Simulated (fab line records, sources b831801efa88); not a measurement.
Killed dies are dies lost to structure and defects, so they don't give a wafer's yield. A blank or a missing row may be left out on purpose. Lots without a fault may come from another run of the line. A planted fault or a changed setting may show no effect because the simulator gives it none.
fab line records | flow sky130
record lots=5 wafers=15 last_day=50
route steps=708 shown METAL5@663 PASSIVATION@681 PAD_OPEN@694
lots that met no fault: from a run of the same line without faults
start_h: hours from the record's first day to the start of the lot's first wafer shown | wait_h: hours since the lot's step before | " the same as in the row above | L1.1+2: a row that stands for several wafers | - no value, or no start given | * or withheld: withheld | < > ~ a bound
route shown NAME@n: a module of which the file shows steps, and the number in the route of the first | usual: mean/standard deviation of fault-free wafers | same: alike in all rows | chamber/n: place in a boat | sites: the reading at each site | _std_site: their standard deviation | _edge_site: outer sites' mean less inner sites' | radius_mm: how far each site lies from the wafer's centre | mask NAME#n: copy n | behind: the tool/chamber that last shaped the wafer | hold: why the lot was held/for how many hours/how that ended | device: the transistor (n, p or np) that didn't switch | end of line: the same wafers' tests at the end of the route | a step without rows: its recipe alone | killed: dies lost to structure and defects at the first sort, not the wafer's yield | map: a wafer's dies, x killed, . not, _ none there
set.NAME: the setting as run; set.NAME@STEP: as run at that earlier step | model.NAME: the simulator's own value behind a step, which no gauge read
lots at some steps of the route; a table a step, a row a wafer
services: from which hour (start_h, from the record's first day; less than 0 if before it) a tool's chamber was out of use, for how many hours, and why
## steps
# step SKY_METAL5_SPUTTER_02
# recipe material=AlCu target_thk_nm=1150 power_w=10600 time_s=61.2 chamber_pressure_pa=0.4
# usual chamber_pressure_pa=0.4000/0.00079 throttle_valve_pct=29.6/0.89
# columns lot.wafer tool chamber start_h wait_h chamber_pressure_pa throttle_valve_pct
L089.3 pvd_sputter-01 - 1106.47 0.0 0.4003 30.9
L089.4 " - " " 0.4022 29.4
L089.6 " - " " 0.3999 30.7
L090.1 pvd_sputter-03 - 1106.77 0.0 0.4017 28.8
L090.2 " - " " 0.3998 28.3
L090.3 " - " " 0.3996 30.6
L094.1 pvd_sputter-03 - 1133.92 0.0 0.4019 29.2
L094.3 " - " " 0.4010 29.1
L094.4 " - " " 0.3992 28.3
L093.2 pvd_sputter-01 - 1135.54 0.0 0.4000 31.0
L093.3 " - " " 0.4004 30.9
L093.6 " - " " 0.4012 30.9
L097.2 pvd_sputter-02 - 1150.65 0.0 0.3999 29.3
L097.5 " - " " 0.4004 29.3
L097.6 " - " " 0.3989 28.8
# step SKY_METAL5_SPUTTER_03
# recipe material=Ti target_thk_nm=5 power_w=3000 time_s=3.3 chamber_pressure_pa=0.4
# usual chamber_pressure_pa=0.4000/0.0008 throttle_valve_pct=29.6/0.91
# columns lot.wafer tool chamber start_h wait_h chamber_pressure_pa throttle_valve_pct
L089.3 pvd_sputter-01 - 1106.52 0.0 0.4004 31.3
L089.4 " - " " 0.3990 29.3
L089.6 " - " " 0.3996 30.9
L090.1 pvd_sputter-03 - 1106.82 0.0 0.4000 29.1
L090.2 " - " " 0.3995 28.2
L090.3 " - " " 0.3994 30.9
L094.1 pvd_sputter-03 - 1133.97 0.0 0.4007 29.2
L094.3 " - " " 0.4001 29.0
L094.4 " - " " 0.4000 28.4
L093.2 pvd_sputter-01 - 1135.59 0.0 0.4001 31.0
L093.3 " - " " 0.4006 31.1
L093.6 " - " " 0.4004 30.9
L097.2 pvd_sputter-02 - 1150.70 0.0 0.3985 29.6
L097.5 " - " " 0.3998 29.1
L097.6 " - " " 0.4011 28.7
# step SKY_METAL5_SPUTTER_04
# recipe material=TiN target_thk_nm=70 power_w=6500 time_s=58.3 chamber_pressure_pa=0.4
# usual chamber_pressure_pa=0.3999/0.00077 throttle_valve_pct=29.6/0.92
# columns lot.wafer tool chamber start_h wait_h chamber_pressure_pa throttle_valve_pct
L089.3 pvd_sputter-01 - 1106.54 0.0 0.3999 31.1
L089.4 " - " " 0.4006 29.1
L089.6 " - " " 0.4003 30.9
L090.1 pvd_sputter-03 - 1106.84 0.0 0.4009 29.1
L090.2 " - " " 0.4012 28.3
L090.3 " - " " 0.3984 31.0
L094.1 pvd_sputter-03 - 1133.99 0.0 0.3997 29.2
L094.3 " - " " 0.4009 28.9
L094.4 " - " " 0.4010 28.3
L093.2 pvd_sputter-01 - 1135.61 0.0 0.3995 31.2
L093.3 " - " " 0.3982 31.1
L093.6 " - " " 0.4000 30.9
L097.2 pvd_sputter-02 - 1150.72 0.0 0.4002 29.5
L097.5 " - " " 0.3997 29.4
L097.6 " - " " 0.3994 28.6
# step SKY_METAL5_RS_MEAS_05
# recipe thk_meas_gauge=four-point-probe reads=TiN_of_METAL5_SPUTTER_04+Ti_of_METAL5_SPUTTER_03+AlCu_of_METAL5_SPUTTER_02+TiN_of_METAL5_SPUTTER_01+Ti_of_METAL5_SPUTTER_00
# usual METAL5_ALCU_RS=0.0271/0.00037
# columns lot.wafer tool chamber start_h wait_h METAL5_ALCU_RS[ohm/sq]
L089.3 film_metro-03 - 1106.63 0.1 0.0264
L089.4 " - " " 0.0267
L089.6 " - " " 0.0269
L090.1 film_metro-01 - 1106.89 0.0 0.0276
L090.2 " - " " 0.0278
L090.3 " - " " 0.0277
L094.1 film_metro-01 - 1134.04 0.0 0.0270
L094.3 " - " " 0.0267
L094.4 " - " " 0.0272
L093.2 film_metro-01 - 1135.68 0.0 0.0270
L093.3 " - " " 0.0269
L093.6 " - " " 0.0270
L097.2 film_metro-01 - 1150.79 0.0 0.0275
L097.5 " - " " 0.0275
L097.6 " - " " 0.0271
# step SKY_METAL5_THK_MEAS_06
# recipe thk_meas_gauge=xrf reads=AlCu_of_METAL5_SPUTTER_02
# usual METAL5_ALCU_THK=1140/18
# columns lot.wafer tool chamber start_h wait_h METAL5_ALCU_THK[nm]
L089.3 film_metro-03 - 1106.73 0.1 1185
L089.4 " - " " 1161
L089.6 " - " " 1151
L090.1 film_metro-01 - 1107.01 0.1 1111
L090.2 " - " " 1109
L090.3 " - " " 1108
L094.1 film_metro-01 - 1134.16 0.1 1129
L094.3 " - " " 1153
L094.4 " - " " 1132
L093.2 film_metro-01 - 1135.79 0.1 1136
L093.3 " - " " 1135
L093.6 " - " " 1132
L097.2 film_metro-01 - 1150.90 0.1 1112
L097.5 " - " " 1110
L097.6 " - " " 1134
# step SKY_METAL5_DEHYDRATE_07
# recipe temp_c=200 time_s=60
# usual heater_power_total_W=160.37/0.12
# columns lot.wafer tool chamber start_h wait_h heater_power_total_W
L089.3 litho_track-02 0 1115.83 9.1 160.37
L089.4 " 0 " " 160.17
L089.6 " 0 " " 160.37
L090.1 litho_track-02 0 1116.38 9.4 160.21
L090.2 " 0 " " 160.47
L090.3 " 0 " " 160.36
L094.1 litho_track-03 0 1142.95 8.8 160.36
L094.3 " 0 " " 160.27
L094.4 " 0 " " 160.21
L093.2 litho_track-04 0 1144.92 9.1 160.56
L093.3 " 0 " " 160.27
L093.6 " 0 " " 160.44
L097.2 litho_track-04 0 1158.47 7.6 160.34
L097.5 " 0 " " 160.33
L097.6 " 0 " " 160.45
# step SKY_METAL5_HMDS_08
# recipe prime_time_s=60 prime_temp_c=120
# same prime_time_s=60
# columns lot.wafer tool chamber start_h wait_h
L089.3+4+6 litho_track-02 0 1115.98 0.1
L090.1+2+3 litho_track-02 0 1116.53 0.1
L094.1+3+4 litho_track-03 0 1143.10 0.1
L093.2+3+6 litho_track-04 0 1145.07 0.1
L097.2+5+6 litho_track-04 0 1158.62 0.1
# step SKY_METAL5_COAT_09
# recipe resist=NOVOLAK spin_rpm=3000 resist_thk_nm=1800
# columns lot.wafer tool chamber start_h wait_h
L089.3+4+6 litho_track-02 0 1116.13 0.1
L090.1+2+3 litho_track-02 0 1116.68 0.1
L094.1+3+4 litho_track-03 0 1143.25 0.1
L093.2+3+6 litho_track-04 0 1145.22 0.1
L097.2+5+6 litho_track-04 0 1158.77 0.1
# step SKY_METAL5_SOFTBAKE_10
# recipe temp_c=90 time_s=60 resist=NOVOLAK
# usual heater_power_total_W=56.60/0.048
# columns lot.wafer tool chamber start_h wait_h heater_power_total_W
L089.3 litho_track-02 0 1116.28 0.1 56.66
L089.4 " 0 " " 56.66
L089.6 " 0 " " 56.63
L090.1 litho_track-02 0 1116.83 0.1 56.64
L090.2 " 0 " " 56.57
L090.3 " 0 " " 56.69
L094.1 litho_track-03 0 1143.40 0.1 56.61
L094.3 " 0 " " 56.57
L094.4 " 0 " " 56.62
L093.2 litho_track-04 0 1145.37 0.1 56.58
L093.3 " 0 " " 56.60
L093.6 " 0 " " 56.49
L097.2 litho_track-04 0 1158.92 0.1 56.58
L097.5 " 0 " " 56.63
L097.6 " 0 " " 56.64
# step SKY_METAL5_EXPOSE_11
# recipe mask_id=MM5 na=0.6 source_shape=conventional sigma_outer=0.6 polarization=unpolarized target_cd_nm=1600 dose_mj=190
# columns lot.wafer tool chamber start_h wait_h mask
L089.3+4+6 iline_stepper-02 0 - - MM5#0
L090.1+2+3 iline_stepper-01 0 - - MM5#0
L094.1+3+4 iline_stepper-02 0 - - MM5#0
L093.2+3+6 iline_stepper-02 0 - - MM5#0
L097.2+5+6 iline_stepper-02 0 - - MM5#0
# step SKY_METAL5_PEB_12
# recipe temp_c=withheld time_s=* resist=NOVOLAK
# columns lot.wafer tool chamber start_h wait_h
L089.3+4+6 litho_track-03 0 - -
L090.1+2+3 litho_track-04 0 - -
L094.1+3+4 litho_track-02 0 - -
L093.2+3+6 litho_track-02 0 - -
L097.2+5+6 litho_track-02 0 - -
# step SKY_METAL5_DEVELOP_13
# recipe resist=NOVOLAK developer=TMAH develop_time_s=60 dev_temp_c=23
# columns lot.wafer tool chamber start_h wait_h
L089.3+4+6 litho_track-03 0 1126.55 0.1
L090.1+2+3 litho_track-04 0 1126.65 0.1
L094.1+3+4 litho_track-02 0 1152.18 0.1
L093.2+3+6 litho_track-02 0 1154.31 0.1
L097.2+5+6 litho_track-02 0 1167.31 0.1
# step SKY_METAL5_DESCUM_14
# recipe chemistry=O2 source_power_w=150 bias_power_w=0 pressure_mtorr=10 temp_c=40 time_s=11
# usual drypump_motor_current_A=5.9/0.32 oes_product_au=1.006/0.015
# columns lot.wafer tool chamber start_h wait_h drypump_motor_current_A oes_product_au rf_hours_counter_h
L089.3 rie_metal-02 0 1126.66 0.1 6.0 1.027 -
L089.4 " 1 " " 5.6 0.989 -
L089.6 " 1 " " 5.6 0.981 -
L090.1 rie_metal-03 0 1126.80 0.1 5.9 1.011 4
L090.2 " 1 " " 6.4 1.033 19
L090.3 " 0 " " 5.9 1.010 -
L094.1 rie_metal-02 1 1152.33 0.1 5.6 0.995 6
L094.3 " 1 " " 5.5 0.990 -
L094.4 " 1 " " 5.5 0.991 -
L093.2 rie_metal-02 1 1154.45 0.1 5.5 0.986 -
L093.3 " 1 " " 5.6 0.988 -
L093.6 " 1 " " 5.5 0.994 -
L097.2 rie_metal-02 1 1167.45 0.1 5.6 0.995 -
L097.5 " 1 " " 5.6 1.002 -
L097.6 " 1 " " 5.6 0.992 -
# step SKY_METAL5_METAL_ETCH_15
# recipe target_depth_a=12600 stop_on=SiO2 over_etch_frac=0.2 time_s=252 chemistry=Cl2/BCl3 resist_sidewall_deg=86 pressure_mtorr=10 icp_w=900 bias_w=48.5 Cl2_flow_sccm=60 bcl3_flow_sccm=30
# usual drypump_motor_current_A=5.9/0.32 mfc_cl2_sccm=60.02/0.18 oes_product_au=0.894/0.0055 throttle_valve_pct=22.264/0.0093
# columns lot.wafer tool chamber start_h wait_h drypump_motor_current_A mfc_cl2_sccm oes_product_au rf_hours_counter_h throttle_valve_pct
L089.3 rie_metal-02 0 1126.76 0.1 6.0 60.11 0.898 - 22.247
L089.4 " 1 " " 5.6 59.89 0.895 - 22.254
L089.6 " 1 " " 5.5 59.93 0.883 - 22.271
L090.1 rie_metal-03 0 1126.83 0.0 5.9 60.03 0.898 4 22.251
L090.2 " 1 " " 6.4 59.77 0.887 19 22.280
L090.3 " 0 " " 5.9 60.14 0.892 - 22.245
L094.1 rie_metal-02 1 1152.40 0.1 5.6 60.25 0.891 6 22.269
L094.3 " 1 " " 5.6 59.87 0.896 - 22.262
L094.4 " 1 " " 5.6 60.11 0.891 - 22.279
L093.2 rie_metal-02 1 1154.58 0.1 5.6 60.16 0.893 - 22.274
L093.3 " 1 " " 5.6 60.00 0.889 - 22.259
L093.6 " 1 " " 5.6 60.00 0.894 - 22.262
L097.2 rie_metal-02 1 1167.58 0.1 5.6 59.89 0.893 - 22.244
L097.5 " 1 " " 5.6 60.15 0.904 - 22.279
L097.6 " 1 " " 5.6 59.90 0.889 - 22.257
# step SKY_METAL5_STRIP_16
# recipe chemistry=O2/N2 power_w=1400 pressure_mtorr=1500 platen_temp_c=withheld o2_flow_sccm=3000 n2_flow_sccm=300 overash_fraction=0.5
# usual drypump_motor_current_A=5.4/0.47 oes_product_au=0.711/0.0045 strip_time_to_endpoint_s=13.04/0.18
# columns lot.wafer tool chamber start_h wait_h drypump_motor_current_A oes_product_au rf_hours_counter_h strip_time_to_endpoint_s
L089.3 plasma_asher-02 0 1126.95 0.1 5.2 0.711 - 12.89
L089.4 " 1 " " 5.1 0.713 - 13.33
L089.6 " 0 " " 5.2 0.712 - 13.44
L090.1 plasma_asher-04 0 1127.07 0.2 4.8 0.707 41 13.17
L090.2 " 1 " " 6.1 0.706 41 12.80
L090.3 " 0 " " 4.8 0.713 - 13.10
L094.1 plasma_asher-01 1 1152.87 0.4 5.4 0.703 96 13.17
L094.3 " 1 " " 5.4 0.713 - 13.16
L094.4 " 0 " " 5.9 0.709 - 13.11
L093.2 plasma_asher-02 1 1154.97 0.3 5.1 0.719 74 13.19
L093.3 " 0 " " 5.2 0.708 - 13.23
L093.6 " 1 " " 5.2 0.712 - 13.12
L097.2 plasma_asher-04 1 1167.97 0.3 6.1 0.710 45 13.06
L097.5 " 0 " " 4.8 0.712 - 13.04
L097.6 " 1 " " 6.1 0.722 - 13.12
# step SKY_METAL5_STRIP_17
# recipe chemistry=post_etch_residue_remover time_s=1200 temp_c=72.5
# columns lot.wafer tool chamber start_h wait_h
L089.3+4+6 wet_bench-03 3 1127.02 0.0
L090.1+2+3 wet_bench-02 3 1127.17 0.1
L094.1+3+4 wet_bench-03 1 1153.03 0.1
L093.2+3+6 wet_bench-02 1 1155.07 0.1
L097.2+5+6 wet_bench-03 2 1168.07 0.1
# step SKY_METAL5_CLEAN_18
# recipe chemistry=IPA time_s=180 temp_c=25
# columns lot.wafer tool chamber start_h wait_h
L089.3+4+6 wet_bench-03 0 1127.36 0.0
L090.1+2+3 wet_bench-02 0 1127.51 0.0
L094.1+3+4 wet_bench-02 3 1153.45 0.1
L093.2+3+6 wet_bench-02 0 1155.76 0.0
L097.2+5+6 wet_bench-01 2 1168.41 0.0
# step SKY_METAL5_CLEAN_19
# recipe chemistry=O3/DIW dry=n2_spin
# columns lot.wafer tool chamber start_h wait_h
L089.3+4+6 wet_bench-03 0 1127.42 0.0
L090.1+2+3 wet_bench-02 2 1127.57 0.0
L094.1+3+4 wet_bench-03 0 1153.57 0.0
L093.2+3+6 wet_bench-02 1 1155.87 0.0
L097.2+5+6 wet_bench-03 1 1168.53 0.0
# step SKY_PASSIVATION_CVD_00
# recipe material=SiO2 target_thk_nm=90 temp_c=400 time_s=withheld rf_w=600
# usual heater_power_w=651/84
# columns lot.wafer tool chamber start_h wait_h heater_power_w
L089.3 pecvd-04 1 1127.51 0.0 614
L089.4 " 2 " " 520
L089.6 " 1 " " 620
L090.1 pecvd-01 2 1127.66 0.0 773
L090.2 " 1 " " 678
L090.3 " 0 " " 509
L094.1 pecvd-03 2 1153.66 0.0 736
L094.3 " 0 " " 565
L094.4 " 2 " " 723
L093.2 pecvd-04 0 1156.06 0.0 662
L093.3 " 1 " " 621
L093.6 " 2 " " 534
L097.2 pecvd-04 0 1168.62 0.0 699
L097.5 " 2 " " 536
L097.6 " 0 " " 694
# step SKY_PASSIVATION_THK_MEAS_01
# recipe reads=SiO2_of_PASSIVATION_CVD_00
# usual PASSIVATION_CVD_00_THK=90.3/1.6
# columns lot.wafer tool chamber start_h wait_h PASSIVATION_CVD_00_THK[nm]
L089.3 film_metro-04 - 1127.55 - 91.7
L089.4 " - " " 93.7
L089.6 " - " " 92.8
L090.1 film_metro-01 - 1127.68 - 87.4
L090.2 " - " " 86.6
L090.3 " - " " 88.8
L094.1 film_metro-02 - 1153.69 - 90.8
L094.3 " - " " 90.8
L094.4 " - " " 92.5
L093.2 film_metro-01 - 1156.09 - 89.5
L093.3 " - " " 91.3
L093.6 " - " " 93.8
L097.2 film_metro-01 - 1168.65 - 88.2
L097.5 " - " " 92.2
L097.6 " - " " 89.9
# step SKY_PASSIVATION_CVD_02
# recipe material=Si3N4 target_thk_nm=540 temp_c=400 time_s=withheld rf_w=450
# usual heater_power_w=693/79
# columns lot.wafer tool chamber start_h wait_h heater_power_w
L089.3 pecvd-03 2 1127.59 0.0 781
L089.4 " 0 " " 655
L089.6 " 2 " " 809
L090.1 pecvd-04 2 1127.74 0.1 625
L090.2 " 1 " " 673
L090.3 " 0 " " 687
L094.1 pecvd-01 1 1153.75 0.1 696
L094.3 " 0 " " 543
L094.4 " 2 " " 849
L093.2 pecvd-03 1 1156.14 0.0 828
L093.3 " 2 " " 804
L093.6 " 0 " " 650
L097.2 pecvd-03 0 1168.70 0.0 581
L097.5 " 1 " " 659
L097.6 " 0 " " 623
# step SKY_PASSIVATION_THK_MEAS_03
# recipe reads=Si3N4_of_PASSIVATION_CVD_02
# usual PASSIVATION_CVD_02_THK=540/7.4
# columns lot.wafer tool chamber start_h wait_h PASSIVATION_CVD_02_THK[nm]
L089.3 film_metro-04 - 1127.84 - 527
L089.4 " - " " 531
L089.6 " - " " 536
L090.1 film_metro-04 - 1127.96 - 529
L090.2 " - " " 538
L090.3 " - " " 527
L094.1 film_metro-02 - 1153.98 - 535
L094.3 " - " " 541
L094.4 " - " " 553
L093.2 film_metro-01 - 1156.37 - 540
L093.3 " - " " 530
L093.6 " - " " 533
L097.2 film_metro-04 - 1168.94 - 527
L097.5 " - " " 537
L097.6 " - " " 530
# step SKY_PASSIVATION_DEHYDRATE_04
# recipe temp_c=200 time_s=60
# usual heater_power_total_W=160.37/0.12
# columns lot.wafer tool chamber start_h wait_h heater_power_total_W
L090.1 litho_track-02 0 1136.73 8.8 160.22
L090.2 " 0 " " 160.56
L090.3 " 0 " " 160.45
L089.3 litho_track-04 0 1136.75 8.9 160.30
L089.4 " 0 " " 160.22
L089.6 " 0 " " 160.52
L094.1 litho_track-01 0 1161.60 7.6 160.38
L094.3 " 0 " " 160.43
L094.4 " 0 " " 160.44
L093.2 litho_track-04 0 1164.67 8.3 160.42
L093.3 " 0 " " 160.50
L093.6 " 0 " " 160.28
L097.2 litho_track-02 0 1176.46 7.5 160.47
L097.5 " 0 " " 160.56
L097.6 " 0 " " 160.34
# step SKY_PASSIVATION_HMDS_05
# recipe prime_time_s=60 prime_temp_c=120
# same prime_time_s=60
# columns lot.wafer tool chamber start_h wait_h
L090.1+2+3 litho_track-02 0 1136.88 0.1
L089.3+4+6 litho_track-04 0 1136.90 0.1
L094.1+3+4 litho_track-01 0 1161.75 0.1
L093.2+3+6 litho_track-04 0 1164.82 0.1
L097.2+5+6 litho_track-02 0 1176.61 0.1
# step SKY_PASSIVATION_COAT_06
# recipe spin_rpm=2000 resist_thk_nm=3000
# columns lot.wafer tool chamber start_h wait_h
L090.1+2+3 litho_track-02 0 1137.03 0.1
L089.3+4+6 litho_track-04 0 1137.05 0.1
L094.1+3+4 litho_track-01 0 1161.90 0.1
L093.2+3+6 litho_track-04 0 1164.97 0.1
L097.2+5+6 litho_track-02 0 1176.76 0.1
# step SKY_PASSIVATION_SOFTBAKE_07
# recipe temp_c=110 time_s=withheld
# usual heater_power_total_W=65.32/0.14
# columns lot.wafer tool chamber start_h wait_h heater_power_total_W
L090.1 litho_track-02 0 1137.18 0.1 65.17
L090.2 " 0 " " 65.43
L090.3 " 0 " " 65.41
L089.3 litho_track-04 0 1137.21 0.1 65.22
L089.4 " 0 " " 65.40
L089.6 " 0 " " 65.52
L094.1 litho_track-01 0 1162.05 0.1 65.43
L094.3 " 0 " " 65.30
L094.4 " 0 " " 65.49
L093.2 litho_track-04 0 1165.13 0.1 65.43
L093.3 " 0 " " 65.09
L093.6 " 0 " " 65.16
L097.2 litho_track-02 0 1176.92 0.1 65.31
L097.5 " 0 " " 65.37
L097.6 " 0 " " 65.08
# step SKY_PASSIVATION_EXPOSE_08
# recipe mask_id=NSM target_cd_nm=3000 na=0.57 dose_mj=260
# columns lot.wafer tool chamber start_h wait_h mask
L089.3+4+6 iline_stepper-01 0 - - NSM#0
L090.1+2+3 iline_stepper-02 0 - - NSM#0
L094.1+3+4 iline_stepper-02 0 - - NSM#0
L093.2+3+6 iline_stepper-02 0 - - NSM#0
L097.2+5+6 iline_stepper-01 0 - - NSM#0
# step SKY_PASSIVATION_PEB_09
# recipe temp_c=115 time_s=withheld
# usual heater_power_total_W=69.33/0.13
# columns lot.wafer tool chamber start_h wait_h heater_power_total_W
L089.3 litho_track-01 0 - - 69.50
L089.4 " 0 " " 69.22
L089.6 " 0 " " 69.20
L090.1 litho_track-02 0 - - 69.32
L090.2 " 0 " " 69.45
L090.3 " 0 " " 69.51
L094.1 litho_track-02 0 - - 69.31
L094.3 " 0 " " 69.20
L094.4 " 0 " " 69.25
L093.2 litho_track-01 0 - - 69.39
L093.3 " 0 " " 69.47
L093.6 " 0 " " 69.49
L097.2 litho_track-01 0 - - 69.34
L097.5 " 0 " " 69.43
L097.6 " 0 " " 69.27
# step SKY_PASSIVATION_DEVELOP_10
# recipe develop_time_s=60 dev_temp_c=23
# columns lot.wafer tool chamber start_h wait_h
L089.3+4+6 litho_track-01 0 - -
L090.1+2+3 litho_track-02 0 - -
L094.1+3+4 litho_track-02 0 - -
L093.2+3+6 litho_track-01 0 - -
L097.2+5+6 litho_track-01 0 - -
# step SKY_PASSIVATION_ETCH_11
# recipe chemistry=CF4/O2 target_depth_nm=725 stop_on=AlCu source_w=800 bias_w=150 pressure_mtorr=150 cf4_flow_sccm=80 O2_flow_sccm=10 time_s=161.1
# usual drypump_motor_current_A=5.6/0.45 oes_product_au=0.979/0.0073 throttle_valve_pct=5.964/0.0081
# columns lot.wafer tool chamber start_h wait_h drypump_motor_current_A oes_product_au rf_hours_counter_h throttle_valve_pct
L089.3 rie_diel-01 2 1147.45 - 5.8 0.967 24 5.958
L089.4 " 2 " " 5.8 0.975 - 5.971
L089.6 " 3 " " 5.5 0.969 - 5.963
L090.1 rie_diel-02 0 1147.53 - 5.9 0.963 26 5.965
L090.2 " 1 " " 5.2 0.976 2 5.965
L090.3 " 2 " " 5.8 0.967 21 5.956
L094.1 rie_diel-04 0 1170.93 - 5.3 0.983 11 5.976
L094.3 " 3 " " 6.4 0.986 25 5.961
L094.4 " 1 " " 5.7 0.992 10 5.960
L093.2 rie_diel-02 2 1173.30 - 5.8 0.982 22 5.960
L093.3 " 0 " " 5.9 0.971 28 5.957
L093.6 " 1 " " 5.2 0.973 - 5.971
L097.2 rie_diel-02 3 1184.80 - 5.1 0.968 29 5.949
L097.5 " 2 " " 5.8 0.981 - 5.966
L097.6 " 1 " " 5.2 0.961 - 5.964
# step SKY_PASSIVATION_STRIP_12
# recipe chemistry=O2/N2 power_w=1400 pressure_mtorr=1500 platen_temp_c=withheld overash_fraction=0.7 o2_flow_sccm=3000 n2_flow_sccm=300
# usual drypump_motor_current_A=5.7/0.42 oes_product_au=0.661/0.004 strip_time_to_endpoint_s=31.51/0.14
# columns lot.wafer tool chamber start_h wait_h drypump_motor_current_A oes_product_au rf_hours_counter_h strip_time_to_endpoint_s
L089.3 plasma_asher-03 1 1147.59 0.1 6.0 0.657 - 31.72
L089.4 " 0 " " 6.2 0.659 - 31.67
L089.6 " 0 " " 6.1 0.658 - 31.61
L090.1 plasma_asher-02 1 1147.64 0.1 5.1 0.663 74 31.42
L090.2 " 0 " " 5.2 0.664 74 31.51
L090.3 " 1 " " 5.1 0.661 - 31.13
L094.1 plasma_asher-03 1 1171.04 0.1 5.9 0.660 11 31.38
L094.3 " 1 " " 5.9 0.667 - 31.43
L094.4 " 0 " " 6.1 0.657 - 31.45
L093.2 plasma_asher-02 1 1173.40 0.1 5.1 0.659 76 31.40
L093.3 " 0 " " 5.2 0.661 - 31.49
L093.6 " 1 " " 5.1 0.667 - 31.64
L097.2 plasma_asher-03 0 1184.90 0.1 6.1 0.661 12 31.39
L097.5 " 0 " " 6.1 0.653 - 31.42
L097.6 " 1 " " 6.0 0.658 - 31.55
# step SKY_PAD_OPEN_DEHYDRATE_00
# recipe temp_c=200 time_s=60
# usual heater_power_total_W=160.38/0.13
# columns lot.wafer tool chamber start_h wait_h heater_power_total_W
L089.3 litho_track-04 0 1155.55 7.9 160.31
L089.4 " 0 " " 160.20
L089.6 " 0 " " 160.37
L090.1 litho_track-03 0 1155.70 8.0 160.33
L090.2 " 0 " " 160.30
L090.3 " 0 " " 160.54
L094.1 litho_track-03 0 1178.25 7.2 160.30
L094.3 " 0 " " 160.42
L094.4 " 0 " " 160.23
L093.2 litho_track-04 0 1180.87 7.4 160.42
L093.3 " 0 " " 160.37
L093.6 " 0 " " 160.63
L097.2 litho_track-01 0 1192.67 7.7 160.52
L097.5 " 0 " " 160.28
L097.6 " 0 " " 160.52
# step SKY_PAD_OPEN_HMDS_01
# recipe prime_time_s=60 prime_temp_c=120
# same prime_time_s=60
# columns lot.wafer tool chamber start_h wait_h
L089.3+4+6 litho_track-04 0 1155.70 0.1
L090.1+2+3 litho_track-03 0 1155.85 0.1
L094.1+3+4 litho_track-03 0 1178.40 0.1
L093.2+3+6 litho_track-04 0 1181.02 0.1
L097.2+5+6 litho_track-01 0 1192.82 0.1
# step SKY_PAD_OPEN_COAT_02
# recipe spin_rpm=2000 resist_thk_nm=3000
# columns lot.wafer tool chamber start_h wait_h
L089.3+4+6 litho_track-04 0 1155.85 0.1
L090.1+2+3 litho_track-03 0 1156.00 0.1
L094.1+3+4 litho_track-03 0 1178.55 0.1
L093.2+3+6 litho_track-04 0 1181.17 0.1
L097.2+5+6 litho_track-01 0 1192.97 0.1
# step SKY_PAD_OPEN_SOFTBAKE_03
# recipe temp_c=110 time_s=withheld
# usual heater_power_total_W=65.31/0.14
# columns lot.wafer tool chamber start_h wait_h heater_power_total_W
L089.3 litho_track-04 0 1156.01 0.1 65.09
L089.4 " 0 " " 65.21
L089.6 " 0 " " 65.57
L090.1 litho_track-03 0 1156.15 0.1 65.11
L090.2 " 0 " " 65.21
L090.3 " 0 " " 65.41
L094.1 litho_track-03 0 1178.70 0.1 65.20
L094.3 " 0 " " 65.33
L094.4 " 0 " " 65.12
L093.2 litho_track-04 0 1181.33 0.1 65.09
L093.3 " 0 " " 65.17
L093.6 " 0 " " 65.41
L097.2 litho_track-01 0 1193.13 0.1 65.35
L097.5 " 0 " " 65.35
L097.6 " 0 " " 65.41
# step SKY_PAD_OPEN_EXPOSE_04
# recipe mask_id=PDM target_cd_nm=60000 na=0.57 dose_mj=260
# columns lot.wafer tool chamber start_h wait_h mask
L089.3+4+6 iline_stepper-02 0 - - PDM#0
L090.1+2+3 iline_stepper-01 0 - - PDM#0
L094.1+3+4 iline_stepper-01 0 - - PDM#0
L093.2+3+6 iline_stepper-02 0 - - PDM#0
L097.2+5+6 iline_stepper-01 0 - - PDM#0
# step SKY_PAD_OPEN_PEB_05
# recipe temp_c=115 time_s=withheld
# usual heater_power_total_W=69.32/0.13
# columns lot.wafer tool chamber start_h wait_h heater_power_total_W
L089.3 litho_track-01 0 - - 69.20
L089.4 " 0 " " 69.19
L089.6 " 0 " " 69.55
L090.1 litho_track-03 0 - - 69.16
L090.2 " 0 " " 69.14
L090.3 " 0 " " 69.18
L094.1 litho_track-01 0 - - 69.48
L094.3 " 0 " " 69.52
L094.4 " 0 " " 69.16
L093.2 litho_track-01 0 - - 69.22
L093.3 " 0 " " 69.25
L093.6 " 0 " " 69.36
L097.2 litho_track-04 0 - - 69.22
L097.5 " 0 " " 69.18
L097.6 " 0 " " 69.50
# step SKY_PAD_OPEN_DEVELOP_06
# recipe develop_time_s=60 dev_temp_c=23
# columns lot.wafer tool chamber start_h wait_h
L089.3+4+6 litho_track-01 0 - -
L090.1+2+3 litho_track-03 0 - -
L094.1+3+4 litho_track-01 0 - -
L093.2+3+6 litho_track-01 0 - -
L097.2+5+6 litho_track-04 0 - -
## services
# columns tool chamber start_h hours kind
plasma_asher-01 - 1088.08 15.6 repair
pecvd-03 1 1089.83 4.0 repair
iline_stepper-02 - 1095.72 2.7 repair
pvd_sputter-03 2 1106.89 - consumable_replace:kit
pvd_sputter-03 2 1106.89 18.0 scheduled_down
pvd_sputter-03 2 1106.89 18.0 vent_cycle
rie_metal-02 - 1123.47 0.9 repair
pecvd-03 1 1148.61 5.8 repair
rie_diel-02 2 1148.98 11.1 repair
rie_metal-02 0 1150.11 - clean
rie_metal-02 0 1150.11 - consumable_replace:focus_ring
rie_metal-02 0 1150.11 25.7 scheduled_down
rie_metal-02 0 1150.11 25.7 vent_cycle
pecvd-04 - 1151.50 4.3 pm
pecvd-01 - 1154.04 4.6 repair
iline_stepper-02 0 1155.28 - calibration
pvd_sputter-03 1 1160.63 - consumable_replace:kit
iline_stepper-01 - 1160.71 1.9 repair
rie_diel-01 - 1163.50 0.5 repair
plasma_asher-04 - 1171.88 1.0 repair
pecvd-01 - 1183.96 6.0 pm
pvd_sputter-02 - 1186.85 9.1 repair
pvd_sputter-02 - 1190.82 0.8 repair
pecvd-04 - 1196.94 2.2 repair
## key
fault none
